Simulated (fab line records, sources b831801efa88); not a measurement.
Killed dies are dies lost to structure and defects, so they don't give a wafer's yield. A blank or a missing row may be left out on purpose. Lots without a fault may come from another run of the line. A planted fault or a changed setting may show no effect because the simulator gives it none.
Tool commonality check | flow sky130 | 11 lots, 33 wafers sampled

WHY IT WAS OPENED
At SKY_LDD_N_TW_MEAS_17 the reading LDD_N_TW is flagged on 2 of 11 lots. Wafers without a fault read 2600, standard deviation 20.
Rule: a lot is flagged when every wafer of it that has a number lies more than 4 standard deviations from that mean, or none has a number. The other lots count as sound.

lot  | measured     | on            | LDD_N_TW, wafer by wafer | flag
L214 | day 18 19:22 | film_metro-02 | 2592 2597 2597           |
L216 | day 19 08:25 | film_metro-02 | 2591 2578 2580           |
L217 | day 19 13:16 | film_metro-04 | 2623 2617 2622           |
L219 | day 20 11:25 | film_metro-04 | 2637 2615 2620           |
L220 | day 21 02:11 | film_metro-01 | 2571 2575 2570           |
L223 | day 22 13:55 | film_metro-01 | 3008 3026 3020           | FLAGGED
L224 | day 22 19:01 | film_metro-04 | 3058 3067 3053           | FLAGGED
L229 | day 24 12:23 | film_metro-01 | 2557 2572 2570           |
L231 | day 24 23:36 | film_metro-04 | 2629 2628 2640           |
L234 | day 25 18:47 | film_metro-02 | 2594 2586 2597           |
L235 | day 26 10:25 | film_metro-02 | 2584 2585 2577           |
The numbers of the flagged lots are 3039 on average: +439 against the usual, or +22 standard deviations.

WHICH TOOL RAN EACH LOT
The record holds 3 process steps before the reading, out of a route of 708 steps. In each cell: the tool, then ch and the chambers that the sampled wafers went through, then the start.
lot  | flag    | SKY_VT_ADJUST_PCH_STRIP_09           | SKY_LDD_N_IMPLANT_08            | SKY_LDD_N_STRIP_16
L214 |         | plasma_asher-02 ch 0,1, day 11 09:01 | implanter-02 ch 0, day 18 18:04 | plasma_asher-04 ch 0,1, day 18 19:16
L216 |         | plasma_asher-03 ch 0, day 11 19:01   | implanter-04 ch 0, day 19 07:07 | plasma_asher-04 ch 0,1, day 19 08:19
L217 |         | plasma_asher-02 ch 0,1, day 11 22:37 | implanter-04 ch 0, day 19 11:58 | plasma_asher-04 ch 0,1, day 19 13:10
L219 |         | plasma_asher-02 ch 0,1, day 12 16:17 | implanter-01 ch 0, day 20 10:07 | plasma_asher-02 ch 0,1, day 20 11:19
L220 |         | plasma_asher-04 ch 0, day 13 01:07   | implanter-02 ch 0, day 21 00:53 | plasma_asher-04 ch 0,1, day 21 02:05
L223 | FLAGGED | plasma_asher-03 ch 0,1, day 14 07:04 | implanter-04 ch 0, day 22 12:37 | plasma_asher-04 ch 0,1, day 22 13:49
L224 | FLAGGED | plasma_asher-03 ch 0,1, day 14 13:49 | implanter-04 ch 0, day 22 17:43 | plasma_asher-01 ch 0,1, day 22 18:55
L229 |         | plasma_asher-03 ch 0,1, day 16 00:50 | implanter-01 ch 0, day 24 11:05 | plasma_asher-04 ch 0,1, day 24 12:16
L231 |         | plasma_asher-02 ch 0,1, day 16 13:21 | implanter-01 ch 0, day 24 22:20 | plasma_asher-01 ch 0,1, day 24 23:31
L234 |         | plasma_asher-04 ch 0,1, day 17 09:28 | implanter-01 ch 0, day 25 17:29 | plasma_asher-02 ch 0,1, day 25 18:40
L235 |         | plasma_asher-03 ch 0,1, day 18 03:43 | implanter-04 ch 0, day 26 09:07 | plasma_asher-01 ch 0,1, day 26 10:19
What these steps do:
- SKY_VT_ADJUST_PCH_STRIP_09: strips in O2/N2.
- SKY_LDD_N_IMPLANT_08
- SKY_LDD_N_STRIP_16: strips in O2/N2.
- SKY_LDD_N_TW_MEAS_17

FLAGGED OVER TOTAL, TOOL BY TOOL (the gauges that took the reading come last)
step                       | tool            | lots run | flagged | share of the flagged lots | sound lots run after its first flagged lot
SKY_VT_ADJUST_PCH_STRIP_09 | plasma_asher-02 | 4        | 0       | none                      | -
SKY_VT_ADJUST_PCH_STRIP_09 | plasma_asher-03 | 5        | 2       | all                       | 2 (L229,L235)
SKY_VT_ADJUST_PCH_STRIP_09 | plasma_asher-04 | 2        | 0       | none                      | -
SKY_LDD_N_IMPLANT_08       | implanter-01    | 4        | 0       | none                      | -
SKY_LDD_N_IMPLANT_08       | implanter-02    | 2        | 0       | none                      | -
SKY_LDD_N_IMPLANT_08       | implanter-04    | 5        | 2       | all                       | 1 (L235)
SKY_LDD_N_STRIP_16         | plasma_asher-01 | 3        | 1       | some                      | 2 (L231,L235)
SKY_LDD_N_STRIP_16         | plasma_asher-02 | 2        | 0       | none                      | -
SKY_LDD_N_STRIP_16         | plasma_asher-04 | 6        | 1       | some                      | 1 (L229)
SKY_LDD_N_TW_MEAS_17       | film_metro-01   | 3        | 1       | some                      | 1 (L229)
SKY_LDD_N_TW_MEAS_17       | film_metro-02   | 4        | 0       | none                      | -
SKY_LDD_N_TW_MEAS_17       | film_metro-04   | 4        | 1       | some                      | 1 (L231)

WHAT THE TABLE ALLOWS
2 rows of the table ran every flagged lot: plasma_asher-03 at SKY_VT_ADJUST_PCH_STRIP_09, implanter-04 at SKY_LDD_N_IMPLANT_08.
- plasma_asher-03 at SKY_VT_ADJUST_PCH_STRIP_09: 2 of its 5 lots flagged. Sound lots ran on it after the first flagged one (L229, L235), which a lasting fault on the whole tool wouldn't allow.
- implanter-04 at SKY_LDD_N_IMPLANT_08: 2 of its 5 lots flagged. Sound lots ran on it after the first flagged one (L235), which a lasting fault on the whole tool wouldn't allow. Its own readings lie more than 4 standard deviations out on every wafer of the flagged lots: beam_on_s, dose_ions_cm2, faraday_current_uA.
No row of the table ran every flagged lot and no sound lot after the first.

WHAT THE SIMULATOR HAD PUT IN
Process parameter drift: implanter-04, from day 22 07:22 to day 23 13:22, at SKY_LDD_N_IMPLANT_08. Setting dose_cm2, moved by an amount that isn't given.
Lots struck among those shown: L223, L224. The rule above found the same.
